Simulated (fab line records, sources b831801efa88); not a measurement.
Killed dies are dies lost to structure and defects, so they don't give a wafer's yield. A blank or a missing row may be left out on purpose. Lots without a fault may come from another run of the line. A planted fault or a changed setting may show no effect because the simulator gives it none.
Chamber matching | flow gf180mcu | GF_STI_ETCH_14 on rie_si-02: 4 sister chambers
The step etches Si in HBr/Cl2/O2, target depth 360 nm, time 102.9 s. 8 wafers are shown with their chamber, then 8 later ones without.

WAFERS WITH THEIR CHAMBER
wafer  | chamber | drypump_motor_current_A (A) | run_length_s (s)
L472.3 | 0       | 5.7                         | 131.3
L472.4 | 2       | 6.2                         | 130.4
L472.6 | 3       | 5.6                         | 130.5
L474.3 | 2       | 6.2                         | 130.6
L474.6 | 3       | 5.6                         | 130.4
L475.5 | 0       | 5.8                         | 130.9
L475.6 | 1       | 6.2                         | 131.6
L476.1 | 1       | 6.1                         | 131.9

WAFERS WITHOUT THEIR CHAMBER
wafer  | drypump_motor_current_A (A) | run_length_s (s)
L476.2 | 6.2                         | 130.2
L476.5 | 5.6                         | 130.6
L478.1 | 5.7                         | 130.9
L478.4 | 5.7                         | 131.1
L478.5 | 6.2                         | 130.6
L489.1 | 6.2                         | 130.6
L489.4 | 5.7                         | 130.9
L489.6 | 6.2                         | 130.5

WHICH CHAMBER EACH WENT THROUGH
wafer  | from the rows above     | in truth
L476.2 | 2                       | 2
L476.5 | 3                       | 3
L478.1 | can't be placed: 0 or 3 | 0
L478.4 | 0                       | 0
L478.5 | 2                       | 2
L489.1 | 2                       | 2
L489.4 | can't be placed: 0 or 3 | 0
L489.6 | 2                       | 2
Placed correctly: 6 of 8. Can't be placed from these rows: 2 (the true chamber is among the candidates in 2). Placed wrongly: 0.
How it was worked out, from the rows above alone: a wafer's distance from a chamber is the root of the sum, over the readings, of the square of ((its reading less the chamber's mean) divided by the reading's scatter). The wafer belongs to the nearest chamber; if the next one is less than 2 further off, it can't be placed. A chamber's mean is the mean of its shown wafers. The scatter: the root of (the sum of the squares of (reading less its chamber's mean) over the shown wafers, divided by (wafers less chambers)).
